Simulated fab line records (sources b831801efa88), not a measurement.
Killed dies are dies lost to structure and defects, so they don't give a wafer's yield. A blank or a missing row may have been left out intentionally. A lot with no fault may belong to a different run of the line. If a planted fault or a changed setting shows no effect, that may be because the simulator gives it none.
Which tool was responsible?	flow sky130	42 wafers from 14 lots sampled at 4 of the route's 708 steps

WHAT THE GAUGES READ, wafer by wafer
SKY_POLY_CUT_OVL_MEAS_09. Usual: POLY_CUT_OVL typically reads 1 nm, with standard deviation 6.5.
lot	measured	on	POLY_CUT_OVL (nm)	flag
L770	day 25 08:22	overlay-01	10 4 9	
L771	day 25 12:31	overlay-01	4 0 -4	
L772	day 25 18:01	overlay-01	-6 -16 -5	
L773	day 26 00:37	overlay-01	3 5 1	
L774	day 26 02:10	overlay-01	-8 -2 -6	
L775	day 26 23:40	overlay-02	5 5 10	
L776	day 27 03:06	overlay-02	-3 -3 2	
L784	day 29 23:01	overlay-02	-4 -2 5	
L785	day 30 07:12	overlay-02	4 5 13	
L786	day 31 01:01	overlay-02	2 5 5	
L789	day 32 06:52	overlay-01	0 2 2	
L790	day 32 05:55	overlay-02	-9 -1 -11	
L792	day 32 11:17	overlay-01	9 7 8	
L793	day 32 20:35	overlay-01	7 -2 2	

SKY_VIA1_BOW_MEAS_03. Usual: VIA1_BOW typically reads 83 um, with standard deviation 7.2.
lot	measured	on	VIA1_BOW (um)	flag
L770	day 33 23:56	film_metro-02	88 86 100	
L771	day 34 02:49	film_metro-02	96 88 88	
L772	day 34 06:25	film_metro-02	86 78 95	
L773	day 34 15:52	film_metro-04	105 85 76	
L774	day 34 15:54	film_metro-02	84 72 87	
L775	day 35 12:22	film_metro-04	90 79 79	
L776	day 35 15:25	film_metro-04	97 92 93	
L784	day 38 04:20	film_metro-02	80 79 91	
L785	day 38 12:35	film_metro-03	97 78 81	
L786	day 39 06:37	film_metro-02	91 90 83	
L789	day 40 08:09	film_metro-04	91 82 72	
L790	day 40 07:08	film_metro-03	80 76 83	
L792	day 40 12:41	film_metro-02	80 89 92	
L793	day 40 19:11	film_metro-04	93 90 76	

SKY_VIA3_THK_MEAS_01. Usual: VIA3_HDPCVD_THK typically reads 1632 nm, with standard deviation 18.
lot	measured	on	VIA3_HDPCVD_THK (nm)	flag
L770	day 39 18:22	film_metro-02	1658 1633 1651	
L771	day 39 21:26	film_metro-03	1620 1641 1642	
L772	day 40 00:14	film_metro-03	1617 1652 1664	
L773	day 40 10:13	film_metro-03	1624 1632 1627	
L774	day 40 09:44	film_metro-03	1642 1621 1665	
L775	day 41 02:31	film_metro-02	1591 1627 1614	
L776	day 41 05:58	film_metro-03	1630 1596 1623	
L784	day 43 16:11	film_metro-03	1636 1638 1661	
L785	day 43 21:46	film_metro-03	1645 1635 1614	
L786	day 44 14:52	film_metro-04	1630 1633 1628	
L789	day 45 14:19	film_metro-03	1595 1624 1616	
L790	day 45 12:31	film_metro-02	1633 1613 1607	
L792	day 45 18:38	film_metro-03	1653 1638 1644	
L793	day 46 00:02	film_metro-03	1606 1624 1611	

WHAT TOOL EACH LOT RAN ON (gives the tool, then ch and the chambers of the sampled wafers, and finally the start)
lot	SKY_NWELL_IMPLANT_24
L770	implanter-03 ch 0, day 6 00:23
L771	implanter-02 ch 0, day 6 01:08
L772	implanter-03 ch 0, day 6 02:22
L773	implanter-04 ch 0, day 6 08:05
L774	implanter-03 ch 0, day 6 08:47
L775	implanter-04 ch 0, day 7 00:01
L776	implanter-02 ch 0, day 7 00:44
L784	implanter-02 ch 0, day 9 00:40
L785	implanter-04 ch 0, day 9 16:18
L786	implanter-02 ch 0, day 9 19:37
L789	implanter-04 ch 0, day 10 07:35
L790	implanter-04 ch 0, day 10 12:55
L792	implanter-03 ch 0, day 11 07:56
L793	implanter-04 ch 0, day 11 15:58
- SKY_NWELL_IMPLANT_24

AS READ BY THE TOOLS THEMSELVES (means over the sampled wafers that have a number; for cases with no such wafer, the mark the record gives instead)
SKY_NWELL_IMPLANT_24. Usual: beam_energy_keV 140.00, standard deviation 0.041; beam_on_s 10.02 s, standard deviation 0.19; dose_ions_cm2 9.201e+12, standard deviation 1.2e+10; faraday_current_uA 51.8, standard deviation 0.96.
lot	tool	beam_energy_keV	beam_on_s (s)	dose_ions_cm2	faraday_current_uA	flag
L770	implanter-03	139.98	10.14	9.203e+12	51.3	
L771	implanter-02	139.96	9.87	9.186e+12	52.5	
L772	implanter-03	140.00	9.95	9.200e+12	52.0	
L773	implanter-04	139.97	9.96	9.202e+12	52.0	
L774	implanter-03	140.00	10.14	9.201e+12	51.3	
L775	implanter-04	139.98	10.07	9.189e+12	51.6	
L776	implanter-02	140.05	10.03	9.209e+12	51.8	
L784	implanter-02	140.05	10.13	8.422e+12	46.9	OFF
L785	implanter-04	139.98	9.99	9.208e+12	51.9	
L786	implanter-02	140.03	9.88	8.422e+12	48.0	OFF
L789	implanter-04	139.99	9.95	9.205e+12	52.0	
L790	implanter-04	139.96	10.13	9.193e+12	51.2	
L792	implanter-03	140.02	9.89	9.183e+12	52.4	
L793	implanter-04	140.00	10.04	9.207e+12	51.9	

THE ANSWER, worked out from the rows above alone
Rule: a lot counts as off when the mean over its wafers that have a number is more than 3 standard deviations away from the usual mean. A lot without any number at a reading at which 4 lots or more have one is off too. Any other lot the step has rows for is counted as sound. After the gauges, taken in route order, come the tools' own readings; for these a lot's mean is taken, as printed above. At the first step where some lot is off, the reading lying furthest off is the one used; lots without a number count as furthest.
Off, at SKY_NWELL_IMPLANT_24 on dose_ions_cm2: L784, L786.
A tool fits if, at that step or a process step before it, it ran every lot that is off, and no sound lot after the first of them. One candidate fits, namely implanter-02 at SKY_NWELL_IMPLANT_24. A fault onset in the window from L776 (day 7 00:44, its last sound lot) to L784 (day 9 00:40, its first lot off) fits.
The tool's own readings at SKY_NWELL_IMPLANT_24 bear it out: on the lots that are off they differ by more than 5 times the standard deviation of the sound lots' means. dose_ions_cm2 reads 8.422e+12 there against 9.199e+12 on the sound lots; faraday_current_uA reads 47.5 there against 51.8 on the sound lots.

WHAT THE SIMULATOR HAD PUT IN
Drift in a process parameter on implanter-02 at SKY_NWELL_IMPLANT_24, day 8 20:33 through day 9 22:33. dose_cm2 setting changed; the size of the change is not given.
Shown lots that were struck: L784, L786. This agrees with what the rule above found.
